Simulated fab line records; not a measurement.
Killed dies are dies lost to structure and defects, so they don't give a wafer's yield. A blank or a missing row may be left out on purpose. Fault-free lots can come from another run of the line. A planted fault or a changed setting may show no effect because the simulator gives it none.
Matching of chambers ; flow sky130 ; cmp-01 running SKY_LI_CONTACT_CMP_24: 4 sister chambers
The step polishes, stops on PSG, t overpolish 20 s, target thk 0 nm. 8 wafers are shown with their chamber, then 7 later ones without.

WAFERS, EACH WITH ITS CHAMBER
wafer;chamber;motor current A (A);time to endpoint s (s)
L422.5;1;11.5;94
L424.5;0;9.6;100
L424.6;3;12.8;90
L430.3;0;9.9;103
L431.4;1;10.8;101
L431.6;2;10.3;96
L435.2;3;11.8;97
L435.3;2;10.1;93

WAFERS WITHOUT THEIR CHAMBER
wafer;motor current A (A);time to endpoint s (s)
L435.5;11.7;94
L438.3;11.2;98
L438.4;11.3;97
L438.5;10.2;102
L439.2;10.9;90
L439.3;9.9;103
L439.4;11.9;97

THE CHAMBER EACH PASSED THROUGH
wafer;from the rows above;in truth
L435.5;can't be placed: 3 or 1 or 2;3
L438.3;1;1
L438.4;1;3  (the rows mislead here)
L438.5;can't be placed: 0 or 2 or 1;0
L439.2;can't be placed: 2 or 1 or 3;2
L439.3;can't be placed: 0 or 2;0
L439.4;can't be placed: 3 or 1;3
Placed correctly: 1 of 7. Can't be placed from these rows: 5 (the true chamber is among the candidates in 5). Placed wrongly: 1.
How it was worked out, from the rows above alone: a wafer's distance from a chamber is the root of the sum, over the readings, of the square of ((its reading less the chamber's mean) divided by the reading's scatter). If the next closest chamber is less than 2 further off than the closest, the wafer can't be placed; otherwise it belongs to the closest. Each chamber's mean is taken over the wafers shown for it. The scatter is the square root of a quotient: the sum, over the shown wafers, of each reading's squared deviation from its chamber's mean, divided by wafers minus chambers.
